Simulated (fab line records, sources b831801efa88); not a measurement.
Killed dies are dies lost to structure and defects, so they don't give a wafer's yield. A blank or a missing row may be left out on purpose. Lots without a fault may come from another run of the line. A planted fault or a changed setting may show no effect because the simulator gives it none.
Which tool did it? | flow sky130 | 14 lots, 42 wafers sampled, at 3 steps of a route of 708

WHAT THE GAUGES READ, wafer by wafer
SKY_VT_ADJUST_HVTP_OVL_MEAS_08.
lot  | measured     | on         | VT_ADJUST_HVTP_OVL (nm)
L721 | day 6 13:13  | overlay-02 | 1.0 1.6 -1.5
L723 | day 6 21:13  | overlay-01 | -3.0 -2.9 -2.2
L724 | day 7 03:19  | overlay-02 | 0.2 -0.2 0.7
L725 | day 7 11:10  | overlay-02 | -1.1 -1.2 -0.6
L726 | day 7 17:31  | overlay-01 | 0.1 -1.1 -2.8
L727 | day 7 23:16  | overlay-01 | 0.3 -1.3 -1.1
L728 | day 8 04:25  | overlay-02 | -2.2 -3.9 -2.7
L729 | day 8 11:51  | overlay-02 | 0.9 -1.1 -2.2
L730 | day 8 15:49  | overlay-02 | 2.0 1.0 0.0
L731 | day 8 21:55  | overlay-02 | -0.6 -0.3 -0.3
L737 | day 10 13:30 | overlay-02 | -2.4 -0.8 -1.2
L739 | day 10 21:54 | overlay-01 | -1.0 -1.1 -1.1
L741 | day 11 14:18 | overlay-02 | -0.3 0.2 1.2
L743 | day 11 22:54 | overlay-02 | 0.7 -0.1 -2.2

SKY_VT_ADJUST_LVTN_TW_MEAS_21.
lot  | measured     | on            | VT_ADJUST_LVTN_2_TW
L721 | day 8 05:42  | film_metro-04 | 189.5 190.3 189.7
L723 | day 8 13:35  | film_metro-02 | 187.8 188.5 187.8
L724 | day 8 20:32  | film_metro-04 | 190.6 189.1 189.2
L725 | day 9 05:06  | film_metro-02 | 188.8 188.5 188.3
L726 | day 9 11:11  | film_metro-02 | 187.3 188.7 188.6
L727 | day 9 17:20  | film_metro-03 | 190.8 191.1 191.1
L728 | day 9 22:18  | film_metro-02 | 187.9 187.3 188.2
L729 | day 10 07:05 | film_metro-04 | 30.3 30.3 30.3
L730 | day 10 10:32 | film_metro-02 | 30.3 30.2 30.2
L731 | day 10 16:44 | film_metro-03 | 191.5 191.6 191.0
L737 | day 12 11:50 | film_metro-03 | 193.1 192.7 192.5
L739 | day 12 21:23 | film_metro-03 | 192.3 191.4 191.5
L741 | day 13 15:05 | film_metro-02 | 189.2 189.8 188.9
L743 | day 14 00:55 | film_metro-04 | 189.1 189.6 189.4

WHICH TOOL RAN EACH LOT (tool, then ch and the chambers of the sampled wafers, then the start)
lot  | SKY_VT_ADJUST_LVTN_IMPLANT_19
L721 | implanter-03 ch 0, day 8 05:28
L723 | implanter-01 ch 0, day 8 13:20
L724 | implanter-04 ch 0, day 8 20:17
L725 | implanter-03 ch 0, day 9 04:52
L726 | implanter-04 ch 0, day 9 10:56
L727 | implanter-01 ch 0, day 9 17:05
L728 | implanter-04 ch 0, day 9 22:04
L729 | implanter-01, day 10 06:50
L730 | implanter-01, day 10 10:17
L731 | implanter-01 ch 0, day 10 16:29
L737 | implanter-01 ch 0, day 12 11:35
L739 | implanter-01 ch 0, day 12 21:08
L741 | implanter-03 ch 0, day 13 14:50
L743 | implanter-01 ch 0, day 14 00:40
- SKY_VT_ADJUST_LVTN_IMPLANT_19

WHAT THE TOOLS THEMSELVES READ (means of the sampled wafers that have a number; where no wafer has one, the mark that the record gives instead)
SKY_VT_ADJUST_LVTN_IMPLANT_19.
lot  | tool         | beam_energy_keV | beam_on_s (s) | dose_ions_cm2
L721 | implanter-03 | 30.001          | 9.89          | 6.492e+11
L723 | implanter-01 | 30.001          | 9.90          | 6.510e+11
L724 | implanter-04 | 29.992          | 9.98          | 6.504e+11
L725 | implanter-03 | 29.996          | 9.93          | 6.499e+11
L726 | implanter-04 | 30.003          | 9.72          | 6.497e+11
L727 | implanter-01 | 30.004          | 10.06         | 6.497e+11
L728 | implanter-04 | 30.010          | 9.85          | 6.495e+11
L729 | implanter-01 | -               | -             | -
L730 | implanter-01 | -               | -             | -
L731 | implanter-01 | 29.990          | 10.10         | 6.500e+11
L737 | implanter-01 | 30.005          | 10.11         | 6.494e+11
L739 | implanter-01 | 30.003          | 9.94          | 6.506e+11
L741 | implanter-03 | 30.004          | 10.05         | 6.512e+11
L743 | implanter-01 | 29.995          | 10.07         | 6.499e+11

THE ANSWER, worked out from the rows above alone
Rule: what is usual is taken from the lots themselves. Put in order of their means at a reading, lots are off if they are a third of the lots or fewer, leave a main group of 4 or more, and stand apart from it by a gap of 3 or more times the standard deviation of the main group's means; of several such gaps the widest counts. A main group whose means are all the same, to the digits that the tables above print for the reading, isn't used. A lot without any number at a reading at which 4 lots or more have one is off too. The other lots that the step has rows for count as sound. The gauges are gone through in route order, then the tools' own readings, and for those a lot's mean is taken as printed above. The first step at which some lot is off is used, and at that step the reading that is off furthest; a lot without a number counts as furthest.
Off: L729, L730, at SKY_VT_ADJUST_LVTN_TW_MEAS_21 (VT_ADJUST_LVTN_2_TW). The main group: mean 189.8, standard deviation 1.5.
A tool fits if, at a process step before that reading, it ran every lot that is off, and no sound lot after the first of them. The gauges at SKY_VT_ADJUST_LVTN_TW_MEAS_21 aren't tried: what is off there is off at SKY_VT_ADJUST_LVTN_IMPLANT_19 too, on other tools, and a gauge's error can't cause that. None of those tried fits.

WHAT THE SIMULATOR HAD PUT IN
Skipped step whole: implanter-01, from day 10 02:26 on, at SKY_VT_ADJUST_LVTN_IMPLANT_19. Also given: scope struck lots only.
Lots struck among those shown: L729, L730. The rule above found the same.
